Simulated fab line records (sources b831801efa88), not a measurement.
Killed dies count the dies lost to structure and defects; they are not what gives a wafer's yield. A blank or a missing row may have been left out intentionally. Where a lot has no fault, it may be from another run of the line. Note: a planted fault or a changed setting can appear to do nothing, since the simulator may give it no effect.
Matching of chambers | flow gf180mcu | rie diel-01 running GF_V2_ETCH_16: 4 sister chambers
The step etches BARC in N2/H2. 4 wafers are shown with their chamber, then 11 later ones without.

== WAFERS WITH THEIR CHAMBER ==
wafer  | chamber | drypump motor current A (A)
L090.1 | 2       | 5.9
L090.2 | 0       | 5.6
L090.3 | 3       | 6.7
L090.4 | 1       | 5.3

== WAFERS WITHOUT THEIR CHAMBER ==
wafer  | drypump motor current A (A)
L090.5 | 5.9
L090.6 | 5.3
L091.4 | 5.3
L091.5 | 5.9
L091.6 | 5.3
L093.3 | 6.7
L093.4 | 5.6
L093.6 | 5.9
L096.2 | 5.2
L096.3 | 6.7
L096.6 | 5.6

== WHICH CHAMBER EACH WENT THROUGH ==
wafer  | from the rows above | in truth
L090.5 | 2                   | 2
L090.6 | 1                   | 1
L091.4 | 1                   | 1
L091.5 | 2                   | 2
L091.6 | 1                   | 1
L093.3 | 3                   | 3
L093.4 | 0                   | 0
L093.6 | 2                   | 2
L096.2 | 1                   | 1
L096.3 | 3                   | 3
L096.6 | 0                   | 0
Correctly placed: 11 of 11. From these rows, 0 cannot be placed. Placed wrongly: 0.
How it was worked out, from the rows above alone: a wafer's distance from a chamber is the root of the sum, over the readings, of the square of ((its reading less the chamber's mean) divided by the reading's scatter). If the next closest chamber is less than 2 further off than the closest, the wafer can't be placed; otherwise it belongs to the closest. For every chamber, the mean is computed from those of its wafers that are shown. The scatter: root of mean squared gap, hidden wafer to nearest shown wafer, with one shown wafer a chamber.
